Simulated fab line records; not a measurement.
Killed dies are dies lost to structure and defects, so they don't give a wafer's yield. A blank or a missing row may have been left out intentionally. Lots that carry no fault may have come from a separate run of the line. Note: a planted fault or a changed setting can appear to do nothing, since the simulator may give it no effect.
What tool caused it? || flow gf180mcu || Sampling: 12 lots, 36 wafers, 6 of 602 route steps

## WHAT EACH GAUGE READ, for each wafer
GF_V2_BOW_MEAS_05. Usual: V2_BOW typically reads 97 um, with standard deviation 8.6.
{"lot": "L961", "measured": "day 20 03:27", "on": "filmMetro-04", "V2_BOW (um)": "93 109 97", "flag": ""}
{"lot": "L962", "measured": "day 20 06:41", "on": "filmMetro-03", "V2_BOW (um)": "106 91 94", "flag": ""}
{"lot": "L963", "measured": "day 20 18:23", "on": "filmMetro-01", "V2_BOW (um)": "98 98 95", "flag": ""}
{"lot": "L966", "measured": "day 21 17:04", "on": "filmMetro-04", "V2_BOW (um)": "105 101 98", "flag": ""}
{"lot": "L967", "measured": "day 21 22:47", "on": "filmMetro-04", "V2_BOW (um)": "86 85 98", "flag": ""}
{"lot": "L968", "measured": "day 22 13:11", "on": "filmMetro-03", "V2_BOW (um)": "101 106 100", "flag": ""}
{"lot": "L970", "measured": "day 23 01:13", "on": "filmMetro-03", "V2_BOW (um)": "97 98 92", "flag": ""}
{"lot": "L972", "measured": "day 23 17:15", "on": "filmMetro-01", "V2_BOW (um)": "105 96 103", "flag": ""}
{"lot": "L974", "measured": "day 24 11:40", "on": "filmMetro-03", "V2_BOW (um)": "103 108 83", "flag": ""}
{"lot": "L976", "measured": "day 25 00:19", "on": "filmMetro-03", "V2_BOW (um)": "91 92 81", "flag": ""}
{"lot": "L979", "measured": "day 26 02:17", "on": "filmMetro-03", "V2_BOW (um)": "110 106 108", "flag": ""}
{"lot": "L983", "measured": "day 27 03:53", "on": "filmMetro-01", "V2_BOW (um)": "106 101 98", "flag": ""}

GF_V2_RS_MEAS_24: the measuring method here is four-point-probe. Usual: V2_W_RS typically reads 0.327 ohm/sq, with standard deviation 0.003.
{"lot": "L961", "measured": "day 21 04:25", "on": "filmMetro-03", "V2_W_RS (ohm/sq)": "0.328 0.325 0.329", "flag": ""}
{"lot": "L962", "measured": "day 21 08:08", "on": "filmMetro-01", "V2_W_RS (ohm/sq)": "0.325 0.332 0.329", "flag": ""}
{"lot": "L963", "measured": "day 21 19:22", "on": "filmMetro-04", "V2_W_RS (ohm/sq)": "0.330 0.330 0.323", "flag": ""}
{"lot": "L966", "measured": "day 22 17:40", "on": "filmMetro-03", "V2_W_RS (ohm/sq)": "0.327 0.325 0.327", "flag": ""}
{"lot": "L967", "measured": "day 22 22:36", "on": "filmMetro-03", "V2_W_RS (ohm/sq)": "0.327 0.327 0.323", "flag": ""}
{"lot": "L968", "measured": "day 23 13:50", "on": "filmMetro-01", "V2_W_RS (ohm/sq)": "0.325 0.323 0.325", "flag": ""}
{"lot": "L970", "measured": "day 24 00:43", "on": "filmMetro-03", "V2_W_RS (ohm/sq)": "0.329 0.329 0.328", "flag": ""}
{"lot": "L972", "measured": "day 24 16:37", "on": "filmMetro-01", "V2_W_RS (ohm/sq)": "0.323 0.326 0.326", "flag": ""}
{"lot": "L974", "measured": "day 25 11:17", "on": "filmMetro-03", "V2_W_RS (ohm/sq)": "0.322 0.324 0.322", "flag": ""}
{"lot": "L976", "measured": "day 25 22:13", "on": "filmMetro-04", "V2_W_RS (ohm/sq)": "0.365 0.359 0.362", "flag": "OFF"}
{"lot": "L979", "measured": "day 27 00:01", "on": "filmMetro-01", "V2_W_RS (ohm/sq)": "0.357 0.357 0.364", "flag": "OFF"}
{"lot": "L983", "measured": "day 28 01:07", "on": "filmMetro-01", "V2_W_RS (ohm/sq)": "0.334 0.329 0.331", "flag": ""}

GF_V2_THK_MEAS_25: measures by xrf. Usual: V2_W_THK typically reads 366 nm, with standard deviation 6.7.
{"lot": "L961", "measured": "day 21 04:32", "on": "filmMetro-03", "V2_W_THK (nm)": "368 374 370", "flag": ""}
{"lot": "L962", "measured": "day 21 08:16", "on": "filmMetro-01", "V2_W_THK (nm)": "360 353 357", "flag": ""}
{"lot": "L963", "measured": "day 21 19:28", "on": "filmMetro-04", "V2_W_THK (nm)": "368 368 373", "flag": ""}
{"lot": "L966", "measured": "day 22 17:46", "on": "filmMetro-03", "V2_W_THK (nm)": "366 373 369", "flag": ""}
{"lot": "L967", "measured": "day 22 22:42", "on": "filmMetro-03", "V2_W_THK (nm)": "367 368 372", "flag": ""}
{"lot": "L968", "measured": "day 23 13:56", "on": "filmMetro-01", "V2_W_THK (nm)": "359 362 358", "flag": ""}
{"lot": "L970", "measured": "day 24 00:50", "on": "filmMetro-03", "V2_W_THK (nm)": "371 373 370", "flag": ""}
{"lot": "L972", "measured": "day 24 16:44", "on": "filmMetro-01", "V2_W_THK (nm)": "361 360 359", "flag": ""}
{"lot": "L974", "measured": "day 25 11:23", "on": "filmMetro-03", "V2_W_THK (nm)": "380 376 380", "flag": ""}
{"lot": "L976", "measured": "day 25 22:20", "on": "filmMetro-04", "V2_W_THK (nm)": "332 337 333", "flag": "OFF"}
{"lot": "L979", "measured": "day 27 00:07", "on": "filmMetro-01", "V2_W_THK (nm)": "326 326 320", "flag": "OFF"}
{"lot": "L983", "measured": "day 28 01:14", "on": "filmMetro-01", "V2_W_THK (nm)": "348 354 351", "flag": ""}

## EACH LOT AND THE TOOL THAT RAN IT (in order: tool; ch and the chambers of the sampled wafers; start)
{"lot": "L961", "GF_V2_CMP_04": "cmp-02 ch 1,2,3, day 20 03:09", "GF_V2_SPUTTER_22": "pvdSputter-03, day 21 04:16", "GF_V2_CVD_23": "cvdW-02 ch 0,1, day 21 04:17"}
{"lot": "L962", "GF_V2_CMP_04": "cmp-01 ch 0,3, day 20 06:23", "GF_V2_SPUTTER_22": "pvdSputter-03, day 21 07:59", "GF_V2_CVD_23": "cvdW-02 ch 0,1, day 21 08:02"}
{"lot": "L963", "GF_V2_CMP_04": "cmp-02 ch 0,2,3, day 20 18:10", "GF_V2_SPUTTER_22": "pvdSputter-02, day 21 19:11", "GF_V2_CVD_23": "cvdW-02 ch 0,1, day 21 19:14"}
{"lot": "L966", "GF_V2_CMP_04": "cmp-01 ch 1,3, day 21 16:46", "GF_V2_SPUTTER_22": "pvdSputter-03, day 22 17:29", "GF_V2_CVD_23": "cvdW-02 ch 0,1, day 22 17:34"}
{"lot": "L967", "GF_V2_CMP_04": "cmp-02 ch 0,1,2, day 21 22:30", "GF_V2_SPUTTER_22": "pvdSputter-04, day 22 22:24", "GF_V2_CVD_23": "cvdW-01 ch 0,1, day 22 22:29"}
{"lot": "L968", "GF_V2_CMP_04": "cmp-02 ch 0,1,2, day 22 12:57", "GF_V2_SPUTTER_22": "pvdSputter-03, day 23 13:38", "GF_V2_CVD_23": "cvdW-02 ch 0,1, day 23 13:43"}
{"lot": "L970", "GF_V2_CMP_04": "cmp-02 ch 0,1,2, day 23 00:58", "GF_V2_SPUTTER_22": "pvdSputter-04, day 24 00:34", "GF_V2_CVD_23": "cvdW-02 ch 0,1, day 24 00:36"}
{"lot": "L972", "GF_V2_CMP_04": "cmp-02 ch 1,2,3, day 23 17:03", "GF_V2_SPUTTER_22": "pvdSputter-03, day 24 16:28", "GF_V2_CVD_23": "cvdW-01 ch 0,1, day 24 16:31"}
{"lot": "L974", "GF_V2_CMP_04": "cmp-02 ch 0,1,3, day 24 11:19", "GF_V2_SPUTTER_22": "pvdSputter-03, day 25 11:06", "GF_V2_CVD_23": "cvdW-01 ch 0,1, day 25 11:10"}
{"lot": "L976", "GF_V2_CMP_04": "cmp-02 ch 0,1,3, day 25 00:04", "GF_V2_SPUTTER_22": "pvdSputter-03, day 25 22:04", "GF_V2_CVD_23": "cvdW-02 ch 0,1, day 25 22:06"}
{"lot": "L979", "GF_V2_CMP_04": "cmp-02 ch 1,2,3, day 26 02:01", "GF_V2_SPUTTER_22": "pvdSputter-03, day 26 23:50", "GF_V2_CVD_23": "cvdW-02 ch 0,1, day 26 23:53"}
{"lot": "L983", "GF_V2_CMP_04": "cmp-02 ch 1,2,3, day 27 03:38", "GF_V2_SPUTTER_22": "pvdSputter-02, day 28 00:58", "GF_V2_CVD_23": "cvdW-01 ch 0,1, day 28 01:01"}
- GF_V2_CMP_04: polishes SiO2.
- GF_V2_SPUTTER_22: material TiN, target thk 10 nm, time 40 s.
- GF_V2_CVD_23: deposits W, target thk 350 nm, time 104.94 s.

## AS READ BY THE TOOLS THEMSELVES (means over the sampled wafers that have a number; for cases with no such wafer, the mark the record gives instead)
GF_V2_CMP_04. Usual: motorCurrentA 12.1 A, standard deviation 0.86; timeToEndpointS 81 s, standard deviation 5.5.
{"lot": "L961", "tool": "cmp-02", "motorCurrentA (A)": 11.9, "timeToEndpointS (s)": 76, "flag": ""}
{"lot": "L962", "tool": "cmp-01", "motorCurrentA (A)": 12.0, "timeToEndpointS (s)": 80, "flag": ""}
{"lot": "L963", "tool": "cmp-02", "motorCurrentA (A)": 11.5, "timeToEndpointS (s)": 80, "flag": ""}
{"lot": "L966", "tool": "cmp-01", "motorCurrentA (A)": 12.1, "timeToEndpointS (s)": 86, "flag": ""}
{"lot": "L967", "tool": "cmp-02", "motorCurrentA (A)": 12.4, "timeToEndpointS (s)": 78, "flag": ""}
{"lot": "L968", "tool": "cmp-02", "motorCurrentA (A)": 12.1, "timeToEndpointS (s)": 84, "flag": ""}
{"lot": "L970", "tool": "cmp-02", "motorCurrentA (A)": 12.1, "timeToEndpointS (s)": 84, "flag": ""}
{"lot": "L972", "tool": "cmp-02", "motorCurrentA (A)": 12.5, "timeToEndpointS (s)": 79, "flag": ""}
{"lot": "L974", "tool": "cmp-02", "motorCurrentA (A)": 11.9, "timeToEndpointS (s)": 85, "flag": ""}
{"lot": "L976", "tool": "cmp-02", "motorCurrentA (A)": 12.3, "timeToEndpointS (s)": 80, "flag": ""}
{"lot": "L979", "tool": "cmp-02", "motorCurrentA (A)": 12.0, "timeToEndpointS (s)": 86, "flag": ""}
{"lot": "L983", "tool": "cmp-02", "motorCurrentA (A)": 12.3, "timeToEndpointS (s)": 79, "flag": ""}

GF_V2_SPUTTER_22. Usual: 29.8 % for throttleValvePct, sd 0.64.
{"lot": "L961", "tool": "pvdSputter-03", "throttleValvePct (%)": 29.4, "flag": ""}
{"lot": "L962", "tool": "pvdSputter-03", "throttleValvePct (%)": 29.3, "flag": ""}
{"lot": "L963", "tool": "pvdSputter-02", "throttleValvePct (%)": 30.0, "flag": ""}
{"lot": "L966", "tool": "pvdSputter-03", "throttleValvePct (%)": 29.7, "flag": ""}
{"lot": "L967", "tool": "pvdSputter-04", "throttleValvePct (%)": 30.1, "flag": ""}
{"lot": "L968", "tool": "pvdSputter-03", "throttleValvePct (%)": 29.1, "flag": ""}
{"lot": "L970", "tool": "pvdSputter-04", "throttleValvePct (%)": 30.1, "flag": ""}
{"lot": "L972", "tool": "pvdSputter-03", "throttleValvePct (%)": 29.9, "flag": ""}
{"lot": "L974", "tool": "pvdSputter-03", "throttleValvePct (%)": 29.5, "flag": ""}
{"lot": "L976", "tool": "pvdSputter-03", "throttleValvePct (%)": 30.1, "flag": ""}
{"lot": "L979", "tool": "pvdSputter-03", "throttleValvePct (%)": 29.4, "flag": ""}
{"lot": "L983", "tool": "pvdSputter-02", "throttleValvePct (%)": 29.9, "flag": ""}

GF_V2_CVD_23. Usual: 871 W for heaterPowerW, sd 82.
{"lot": "L961", "tool": "cvdW-02", "heaterPowerW (W)": 888, "flag": ""}
{"lot": "L962", "tool": "cvdW-02", "heaterPowerW (W)": 879, "flag": ""}
{"lot": "L963", "tool": "cvdW-02", "heaterPowerW (W)": 880, "flag": ""}
{"lot": "L966", "tool": "cvdW-02", "heaterPowerW (W)": 884, "flag": ""}
{"lot": "L967", "tool": "cvdW-01", "heaterPowerW (W)": 813, "flag": ""}
{"lot": "L968", "tool": "cvdW-02", "heaterPowerW (W)": 883, "flag": ""}
{"lot": "L970", "tool": "cvdW-02", "heaterPowerW (W)": 874, "flag": ""}
{"lot": "L972", "tool": "cvdW-01", "heaterPowerW (W)": 819, "flag": ""}
{"lot": "L974", "tool": "cvdW-01", "heaterPowerW (W)": 812, "flag": ""}
{"lot": "L976", "tool": "cvdW-02", "heaterPowerW (W)": 879, "flag": ""}
{"lot": "L979", "tool": "cvdW-02", "heaterPowerW (W)": 941, "flag": ""}
{"lot": "L983", "tool": "cvdW-01", "heaterPowerW (W)": 803, "flag": ""}

## THE ANSWER, worked out from the rows above alone
Rule: a lot counts as off when the mean over its wafers that have a number is more than 3 standard deviations away from the usual mean. A lot without any number at a reading at which 4 lots or more have one is off too. Any other lot the step has rows for is counted as sound. First the gauges in route order, then the tools' own readings, where a lot's mean is used as printed above. At the first step where some lot is off, the reading lying furthest off is the one used; lots without a number count as furthest.
Off: at GF_V2_RS_MEAS_24 (V2_W_RS), L976, L979.
A tool fits if, at a process step before that reading, it ran every lot that is off, and no sound lot after the first of them. Those tools and the gauges at GF_V2_RS_MEAS_24 are tried in the same way. Can't be told from this: 2 tools fit, pvdSputter-03 at GF_V2_SPUTTER_22, cvdW-02 at GF_V2_CVD_23.

## WHAT THE SIMULATOR HAD PUT IN
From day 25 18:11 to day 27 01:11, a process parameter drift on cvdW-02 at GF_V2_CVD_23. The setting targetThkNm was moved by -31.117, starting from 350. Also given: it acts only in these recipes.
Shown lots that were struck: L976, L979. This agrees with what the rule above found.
